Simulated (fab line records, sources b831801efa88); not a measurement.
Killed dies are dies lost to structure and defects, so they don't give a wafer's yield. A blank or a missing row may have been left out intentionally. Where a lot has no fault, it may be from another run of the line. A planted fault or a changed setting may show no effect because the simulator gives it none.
The tool behind it: which one? | flow sky130 | 12 lots, 36 wafers sampled, at 7 steps of a route of 708

WHAT THE GAUGES READ, wafer by wafer
SKY_SD_P_CD_MEAS_07: the cd target is 380 nm. Usual: 379.3 nm for cdNm, sd 2.2.
lot  | measured     | on       | cdNm (nm)         | flag
L410 | day 24 20:47 | cdSem-02 | 381.7 382.9 382.4 | 
L411 | day 25 19:07 | cdSem-01 | 379.1 377.3 379.0 | 
L412 | day 25 21:19 | cdSem-01 | 380.5 379.2 378.8 | 
L420 | day 29 06:35 | cdSem-01 | - - -             | OFF
L421 | day 29 08:55 | cdSem-01 | 380.7 382.7 382.9 | 
L422 | day 29 16:38 | cdSem-01 | - - -             | OFF
L424 | day 30 04:49 | cdSem-01 | 378.7 377.8 378.7 | 
L425 | day 30 15:28 | cdSem-02 | 377.7 381.4 377.2 | 
L427 | day 31 08:10 | cdSem-02 | 380.3 380.6 382.0 | 
L430 | day 32 00:54 | cdSem-01 | 379.9 378.8 380.5 | 
L432 | day 32 20:19 | cdSem-01 | 380.2 379.0 377.2 | 
L433 | day 34 02:50 | cdSem-01 | 378.4 379.7 377.9 | 

SKY_SD_P_OVL_MEAS_08. Usual: SD_P_OVL -0.5 nm, standard deviation 1.4.
lot  | measured     | on         | SD_P_OVL (nm)  | flag
L410 | day 24 20:53 | overlay-01 | -1.1 -1.2 -2.0 | 
L411 | day 25 19:14 | overlay-01 | -0.8 -0.2 -1.2 | 
L412 | day 25 21:23 | overlay-01 | 0.9 -1.2 -2.2  | 
L420 | day 29 06:41 | overlay-01 | - - -          | OFF
L421 | day 29 09:02 | overlay-02 | -0.5 0.4 0.3   | 
L422 | day 29 16:44 | overlay-02 | - - -          | OFF
L424 | day 30 04:56 | overlay-01 | -0.6 -1.2 -2.1 | 
L425 | day 30 15:34 | overlay-02 | -0.7 0.1 -2.0  | 
L427 | day 31 08:17 | overlay-01 | -2.3 -1.2 -1.7 | 
L430 | day 32 01:01 | overlay-02 | -1.5 -0.5 0.0  | 
L432 | day 32 20:26 | overlay-01 | 1.5 2.5 1.2    | 
L433 | day 34 02:57 | overlay-01 | -1.2 -0.5 -2.2 | 

SKY_SD_P_TW_MEAS_11. Usual: SD_P_TW 2857, standard deviation 23.
lot  | measured     | on           | SD_P_TW           | flag
L410 | day 24 21:10 | filmMetro-04 | 2885 2862 2849    | 
L411 | day 25 19:31 | filmMetro-04 | 2892 2882 2893    | 
L412 | day 25 21:41 | filmMetro-03 | 2857 2871 2864    | 
L420 | day 29 06:58 | filmMetro-02 | 30 30 30 30 30 30 | OFF
L421 | day 29 09:20 | filmMetro-03 | 2880 2868 2879    | 
L422 | day 29 17:01 | filmMetro-04 | 30 30 30 30 31 30 | OFF
L424 | day 30 05:14 | filmMetro-04 | 2863 2874 2860    | 
L425 | day 30 15:51 | filmMetro-02 | 2817 2807 2823    | 
L427 | day 31 08:35 | filmMetro-03 | 2884 2883 2881    | 
L430 | day 32 01:19 | filmMetro-04 | 2868 2865 2872    | 
L432 | day 32 20:43 | filmMetro-04 | 2851 2856 2877    | 
L433 | day 34 03:14 | filmMetro-02 | 2827 2833 2822    | 

SKY_LI_CONTACT_THK_MEAS_01. Usual: LI_CONTACT_HDPCVD_THK 926 nm, standard deviation 8.2.
lot  | measured     | on           | LI_CONTACT_HDPCVD_THK (nm) | flag
L410 | day 27 09:29 | filmMetro-02 | 912 914 906                | 
L411 | day 28 08:41 | filmMetro-03 | 933 934 937                | 
L412 | day 28 10:21 | filmMetro-02 | 925 929 939                | 
L421 | day 31 16:44 | filmMetro-04 | 934 924 918                | 
L424 | day 32 12:44 | filmMetro-03 | 929 928 924                | 
L425 | day 32 23:08 | filmMetro-03 | 922 933 931                | 
L427 | day 33 15:21 | filmMetro-03 | 924 921 916                | 
L430 | day 34 06:58 | filmMetro-02 | 921 937 933                | 
L432 | day 35 03:35 | filmMetro-04 | 920 924 925                | 
L433 | day 36 09:17 | filmMetro-03 | 929 934 923                | 

SKY_LI_CONTACT_OVL_MEAS_13. Usual: LI_CONTACT_OVL 0 nm, standard deviation 5.1.
lot  | measured     | on         | LI_CONTACT_OVL (nm) | flag
L410 | day 28 16:08 | overlay-02 | -4 -7 -3            | 
L411 | day 29 13:35 | overlay-01 | 0 -6 3              | 
L412 | day 29 15:55 | overlay-01 | -12 -3 -10          | 
L421 | day 32 21:22 | overlay-01 | -2 1 -5             | 
L424 | day 33 16:05 | overlay-01 | -1 -6 2             | 
L425 | day 34 02:07 | overlay-02 | 8 8 7               | 
L427 | day 34 18:23 | overlay-01 | -2 -4 -5            | 
L430 | day 35 10:13 | overlay-02 | 2 -3 -1             | 
L432 | day 36 06:23 | overlay-01 | -5 -5 1             | 
L433 | day 37 11:57 | overlay-02 | -3 -4 -3            | 

EACH LOT AND THE TOOL THAT RAN IT (in order: tool; ch and the chambers of the sampled wafers; start)
lot  | SKY_SPACER_ETCHBACK_02            | SKY_SD_P_DEVELOP_06
L410 | rieDiel-01 ch 0,2, day 22 08:59   | lithoTrack-01 ch 0, day 24 20:38
L411 | rieDiel-02 ch 0,1, day 23 08:14   | lithoTrack-01 ch 0, day 25 18:58
L412 | rieDiel-01 ch 1,2,3, day 23 10:31 | lithoTrack-02 ch 0, day 25 21:11
L420 | rieDiel-01 ch 0,3, day 26 19:33   | lithoTrack-01 ch 0, day 29 06:26
L421 | rieDiel-04 ch 0,2, day 26 22:07   | lithoTrack-04 ch 0, day 29 08:46
L422 | rieDiel-02 ch 0,2,3, day 27 06:16 | lithoTrack-01 ch 0, day 29 16:29
L424 | rieDiel-01 ch 2,3, day 27 19:26   | lithoTrack-04 ch 0, day 30 04:40
L425 | rieDiel-04 ch 1,3, day 28 07:35   | lithoTrack-04 ch 0, day 30 15:16
L427 | rieDiel-02 ch 1,2,3, day 29 01:32 | lithoTrack-04 ch 0, day 31 08:01
L430 | rieDiel-02 ch 1,2,3, day 29 18:19 | lithoTrack-02 ch 0, day 32 00:45
L432 | rieDiel-02 ch 1,3, day 30 12:16   | lithoTrack-02 ch 0, day 32 20:10
L433 | rieDiel-02 ch 2,3, day 31 22:25   | lithoTrack-04 ch 0, day 34 02:42
- SKY_SPACER_ETCHBACK_02: etches Si3N4 in CH3F/O2, stops on SiO2, time 46.7 s, target depth 45 nm.
- SKY_SD_P_DEVELOP_06: develop time 60 s.

WHAT THE TOOLS THEMSELVES READ (means of the sampled wafers that have a number; where no wafer has one, the mark that the record gives instead)
SKY_SPACER_ETCHBACK_02. Usual: drypumpMotorCurrentA 5.8 A, standard deviation 0.43; oesProductAu 0.854 a.u., standard deviation 0.0068; throttleValvePct 10.562 %, standard deviation 0.0086.
lot  | tool       | drypumpMotorCurrentA (A) | oesProductAu (a.u.) | throttleValvePct (%) | flag
L410 | rieDiel-01 | 5.9                      | 0.837               | 10.564               | 
L411 | rieDiel-02 | 5.5                      | 0.855               | 10.573               | 
L412 | rieDiel-01 | 5.5                      | 0.858               | 10.557               | 
L420 | rieDiel-01 | 5.5                      | 0.849               | 10.557               | 
L421 | rieDiel-04 | 5.8                      | 0.858               | 10.561               | 
L422 | rieDiel-02 | 5.7                      | 0.854               | 10.565               | 
L424 | rieDiel-01 | 5.3                      | 0.859               | 10.567               | 
L425 | rieDiel-04 | 6.1                      | 0.849               | 10.573               | 
L427 | rieDiel-02 | 5.6                      | 0.850               | 10.559               | 
L430 | rieDiel-02 | 5.6                      | 0.848               | 10.564               | 
L432 | rieDiel-02 | 5.2                      | 0.856               | 10.559               | 
L433 | rieDiel-02 | 5.5                      | 0.862               | 10.571               | 

THE ANSWER, worked out from the rows above alone
Rule: lot off if the mean of its wafers having a number is beyond 3 standard deviations from the usual mean. A lot without any number at a reading at which 4 lots or more have one is off too. All remaining lots with rows at the step are treated as sound. First the gauges in route order, then the tools' own readings, where a lot's mean is used as printed above. The first step at which some lot is off is used, and at that step the reading that is off furthest; a lot without a number counts as furthest.
Off: L420, L422, at SKY_SD_P_CD_MEAS_07 (cdNm). Without a number there: L420, L422.
A tool fits if, at a process step before that reading, it ran every lot that is off, and no sound lot after the first of them. Not tried: the gauges at SKY_SD_P_CD_MEAS_07; whatever is off there is also off at SKY_SD_P_OVL_MEAS_08, on other tools, and gauge error can't account for it. One fits: SKY_SD_P_DEVELOP_06 on lithoTrack-01. A fault onset in the window from L411 (day 25 18:58, its last sound lot) to L420 (day 29 06:26, its first lot off) fits.

WHAT THE SIMULATOR HAD PUT IN
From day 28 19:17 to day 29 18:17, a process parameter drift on lithoTrack-01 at SKY_SD_P_DEVELOP_06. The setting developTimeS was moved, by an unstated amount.
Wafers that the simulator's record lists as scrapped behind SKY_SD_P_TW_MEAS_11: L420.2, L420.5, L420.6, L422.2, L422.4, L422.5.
Shown lots that were struck: L420, L422. This agrees with what the rule above found.
